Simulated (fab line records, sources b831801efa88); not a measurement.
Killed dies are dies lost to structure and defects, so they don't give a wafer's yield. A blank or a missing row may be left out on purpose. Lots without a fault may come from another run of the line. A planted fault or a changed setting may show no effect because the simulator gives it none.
One fault seen from 2 desks | flow sky130 | each desk has only its own numbers; what lay behind them comes last

THE TOOL OWNER'S DESK: implanter-01
The tool's own readings at SKY_GATE_OXIDE_IMPLANT_11: means of the sampled wafers that have a number, for each lot that ran on this tool. A lot is out of limits, marked OUT, if its mean lies more than 4 standard deviations from the usual mean; the brackets give that distance.
Columns: A = dose_ions_cm2 at SKY_GATE_OXIDE_IMPLANT_11, usual 2.599e+12; B = faraday_current_uA at SKY_GATE_OXIDE_IMPLANT_11, usual 14.67
lot  | first seen here | A                   | B
L638 | day 14 09:20    | 2.602e+12           | 14.88
L641 | day 16 14:57    | 2.602e+12           | 14.70
L645 | day 17 07:15    | 2.600e+12           | 14.88
L643 | day 17 08:29    | 2.829e+12 (+82) OUT | 15.71
L647 | day 17 23:50    | 2.831e+12 (+83) OUT | 16.16 (+5.3) OUT
L648 | day 18 10:25    | 2.830e+12 (+82) OUT | 16.40 (+6.2) OUT
L656 | day 20 22:21    | 2.600e+12           | 14.78
L659 | day 21 21:28    | 2.597e+12           | 14.67
This desk's finding: out of limits on L643, L647, L648; first on L643, day 17 08:29 (dose_ions_cm2 at SKY_GATE_OXIDE_IMPLANT_11). In limits: L638, L641, L645, L656, L659.

THE METROLOGY DESK
What the gauges read, lot by lot, whatever tool the lot ran on: means of the sampled wafers that have a number. A lot is out of limits, marked OUT, if its mean lies more than 4 standard deviations from the usual mean; the brackets give that distance.
Columns: A = SONOS_ONO_OXIDATION_THK at SKY_SONOS_ONO_THK_MEAS_01, usual 2.59 nm; B = SONOS_ONO_OVL at SKY_SONOS_ONO_OVL_MEAS_14, usual -1.4 nm; C = GATE_OXIDE_TW at SKY_GATE_OXIDE_TW_MEAS_14, usual 222.6; D = cd_nm at SKY_POLY_GATE_CD_MEAS_13, usual 149.8 nm
lot  | first seen here | A    | B    | C                | D
L637 | day 11 21:02    | 2.54 | -1.9 | 222.6            | 149.0
L638 | day 12 01:08    | 2.55 | -3.5 | 222.5            | 151.2
L641 | day 13 05:22    | 2.62 | -2.8 | 223.0            | 150.7
L643 | day 14 19:08    | 2.58 | -1.4 | 230.7 (+5.8) OUT | 147.4
L645 | day 14 19:08    | 2.58 | 1.1  | 223.6            | 151.1
L646 | day 15 01:41    | 2.63 | -0.8 | 223.4            | 149.7
L647 | day 15 07:12    | 2.65 | -0.4 | 226.2            | 149.7
L648 | day 15 18:20    | 2.61 | -2.4 | 226.0            | 149.5
L654 | day 17 15:23    | 2.60 | -3.5 | 222.4            | 150.7
L656 | day 18 01:20    | 2.58 | -0.7 | 221.1            | 148.9
L657 | day 18 12:15    | 2.67 | -4.5 | 221.1            | 148.2
L658 | day 18 20:17    | 2.50 | -1.2 | 222.5            | 147.9
L659 | day 19 02:30    | 2.53 | -3.3 | 225.2            | 149.6
This desk's finding: out of limits on L643; first on L643, day 17 08:50 (GATE_OXIDE_TW at SKY_GATE_OXIDE_TW_MEAS_14). In limits: L637, L638, L641, L645, L646, L647, L648, L654, L656, L657, L658, L659.

PUT TOGETHER
The tool owner's desk could have raised an alarm at day 17 08:29, on L643, L647, L648.
The metrology desk could have raised an alarm at day 17 08:50, on L643.
The metrology desk has L647, L648 on record, within its limits.
Of the lots named, all ran SKY_GATE_OXIDE_IMPLANT_11 on implanter-01.

WHAT THE SIMULATOR HAD PUT IN
Process parameter drift: implanter-01, from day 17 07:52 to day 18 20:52, at SKY_GATE_OXIDE_IMPLANT_11. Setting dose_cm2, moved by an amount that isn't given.
Lots struck among those shown: L643, L647, L648.
Hours from the fault's start to each desk's first reading out of limits: the tool owner's desk, 1; the metrology desk, 1.
